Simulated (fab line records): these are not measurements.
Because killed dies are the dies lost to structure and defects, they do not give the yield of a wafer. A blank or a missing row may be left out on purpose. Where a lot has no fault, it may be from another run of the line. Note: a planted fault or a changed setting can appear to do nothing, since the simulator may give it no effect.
The tool behind it: which one? -- flow sky130 -- 12 lots, 36 wafers sampled, at 1 step of a route of 708

WHAT EACH GAUGE READ, for each wafer
SKY_METAL1_CD_MEAS_15 targets a cd of 140 nm. Usual: 139.6 nm for cd nm, sd 1.3.
lot,measured,on,cd nm (nm),flag
L111,day 34 02:31,cd sem-01,138.7 137.9 138.8,
L110,day 34 03:31,cd sem-02,138.7 140.3 139.4,
L114,day 34 05:41,cd sem-01,137.8 139.0 138.9,
L115,day 34 06:44,cd sem-02,139.8 139.4 137.4,
L121,day 36 22:10,cd sem-02,140.8 140.9 141.5,
L123,day 36 23:31,cd sem-01,141.1 139.0 140.1,
L122,day 37 02:43,cd sem-02,140.6 138.9 139.7,
L129,day 39 00:32,cd sem-02,136.7 135.9 137.6,
L131,day 39 08:09,cd sem-02,140.4 140.0 140.9,
L132,day 39 09:13,cd sem-02,140.5 140.3 139.0,
L130,day 39 09:54,cd sem-01,139.8 140.3 140.7,
L133,day 39 11:26,cd sem-01,141.0 140.3 138.4,

WHAT TOOL EACH LOT RAN ON (gives the tool, then ch and the chambers of the sampled wafers, and finally the start)
The record shows no process step preceding these readings.

WHAT THE TOOLS THEMSELVES READ (means of the sampled wafers that have a number; where no wafer has one, the mark that the record gives instead)
The record holds no such reading with a usual standard deviation.

THE ANSWER, worked out from the rows above alone
Rule: a lot counts as off when the mean over its wafers that have a number is more than 3 standard deviations away from the usual mean. A lot without any number at a reading at which 4 lots or more have one is off too. Where the step has rows for the other lots, those lots are counted as sound. The gauges are gone through in route order, then the tools' own readings, and for those a lot's mean is taken as printed above. The first step at which some lot is off is used, and at that step the reading that is off furthest; a lot without a number counts as furthest.
None of the lots is off at any reading shown; this tells nothing.

WHAT THE SIMULATOR HAD PUT IN
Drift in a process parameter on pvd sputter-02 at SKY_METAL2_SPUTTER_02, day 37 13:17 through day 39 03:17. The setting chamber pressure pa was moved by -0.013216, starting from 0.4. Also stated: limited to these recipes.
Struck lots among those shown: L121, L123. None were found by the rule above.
